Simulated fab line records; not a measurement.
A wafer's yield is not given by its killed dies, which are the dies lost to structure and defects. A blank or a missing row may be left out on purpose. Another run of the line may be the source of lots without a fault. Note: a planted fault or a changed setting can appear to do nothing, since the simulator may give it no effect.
Matching of chambers | flow sky130 | rie_diel-02 running SKY_VIA2_ETCH_14: 4 sister chambers
The step etches BARC in N2/H2, stops on SiO2, time 45.9 s, target depth 60 nm. 7 wafers are shown with their chamber, then 7 later ones without.

## WAFERS PAIRED WITH THEIR CHAMBERS
wafer  | chamber | drypump_motor_current_A (A) | bias_w (W)
L684.3 | 3       | 6.5                         | 99.79
L688.2 | 1       | 5.0                         | 99.44
L691.1 | 3       | 6.6                         | 100.06
L691.3 | 2       | 5.9                         | 100.18
L691.4 | 0       | 5.5                         | 99.92
L693.1 | 2       | 5.9                         | 99.71
L693.2 | 0       | 5.5                         | 99.78

## WAFERS WHOSE CHAMBER IS MISSING
wafer  | drypump_motor_current_A (A) | bias_w (W)
L693.6 | 5.9                         | 99.84
L689.3 | 6.5                         | 99.80
L689.4 | 5.5                         | 100.36
L689.5 | 5.9                         | 100.31
L694.2 | 5.5                         | 100.30
L694.3 | 6.6                         | 100.34
L694.5 | 5.5                         | 100.23

## WHICH CHAMBER EACH ONE RAN IN
wafer  | from the rows above | in truth
L693.6 | 2                   | 2
L689.3 | 3                   | 3
L689.4 | 0                   | 0
L689.5 | 2                   | 2
L694.2 | 0                   | 0
L694.3 | 3                   | 3
L694.5 | 0                   | 0
Correct placement for 7 of the 7. Not placeable from these rows: 0. 0 placed wrongly.
How it was worked out, from the rows above alone: a wafer's distance from a chamber is the root of the sum, over the readings, of the square of ((its reading less the chamber's mean) divided by the reading's scatter). If the next closest chamber is less than 2 further off than the closest, the wafer can't be placed; otherwise it belongs to the closest. The mean given for a chamber averages the wafers shown for that chamber. The scatter: take each reading less its chamber's mean, square it, sum over the shown wafers, divide by the number of wafers less the number of chambers, and take the root.
